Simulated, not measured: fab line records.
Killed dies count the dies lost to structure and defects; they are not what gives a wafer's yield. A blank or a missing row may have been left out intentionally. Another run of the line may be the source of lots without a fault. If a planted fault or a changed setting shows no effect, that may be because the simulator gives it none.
One fault through the eyes of 2 desks ; flow gf180mcu ; each desk has only its own numbers; what lay behind them comes last

== AT THE METROLOGY DESK ==
Means of the sampled wafers that have a number, per lot and without regard to the tool the lot ran on: this is what the gauges read. A lot is out of limits, marked OUT, if its mean lies more than 4 standard deviations from the usual mean; the brackets give that distance.
Columns: A = cdNm at GF_HV_LDD_CD_MEAS_46, usual 400.2 nm; B = HV_LDD_03_OVL at GF_HV_LDD_OVL_MEAS_47, usual -1.0 nm
lot;first seen here;A;B
L368;day 12 12:55;400.5;-1.1
L370;day 13 09:02;398.9;-1.3
L371;day 14 03:58;401.2;-1.0
L372;day 14 14:08;398.1;-2.9
L375;day 15 13:01;397.7;-2.6
L376;day 15 17:19;402.8;-1.5
L381;day 17 04:26;616.4 (+94) OUT;0.1
L385;day 18 10:41;403.0;-2.6
L387;day 19 04:47;395.3;-0.3
L389;day 19 18:42;399.6;-1.7
L390;day 20 14:58;402.0;0.0
This desk's finding: out of limits on L381; first on L381, day 17 04:26 (cdNm at GF_HV_LDD_CD_MEAS_46). L368, L370, L371, L372, L375, L376, L385, L387, L389, L390: within limits.

== THE TOOL OWNER'S DESK: lithoTrack-04 ==
The tool's own readings at GF_HV_LDD_COAT_41 (resist thk 1000 nm): means of the sampled wafers that have a number, for each lot that ran on this tool. A lot is out of limits, marked OUT, if its mean lies more than 4 standard deviations from the usual mean; the brackets give that distance.
Columns: A = resistLineTempC at GF_HV_LDD_COAT_41, usual 23.00 C; B = spinSpeedRpm at GF_HV_LDD_COAT_41, usual 3000.3 rpm
lot;first seen here;A;B
L375;day 15 02:04;23.06;3000.6
L376;day 15 06:34;23.03;2999.9
L381;day 16 17:01;22.99;2999.2
This desk found nothing out of limits on any of the 3 lots.

== PUT TOGETHER ==
At day 17 04:26 the metrology desk could have sounded an alarm, on L381.
The tool owner's desk saw nothing out of limits.
The tool owner's desk has L381 on record, within its limits.
On lithoTrack-04, each named lot ran GF_HV_LDD_COAT_41.

== WHAT WAS PUT IN BY THE SIMULATOR ==
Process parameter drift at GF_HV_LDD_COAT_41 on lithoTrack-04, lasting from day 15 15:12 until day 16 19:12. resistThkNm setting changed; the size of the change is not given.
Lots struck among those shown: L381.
Delay in hours, fault start to first out-of-limits reading, per desk: metrology desk 37.
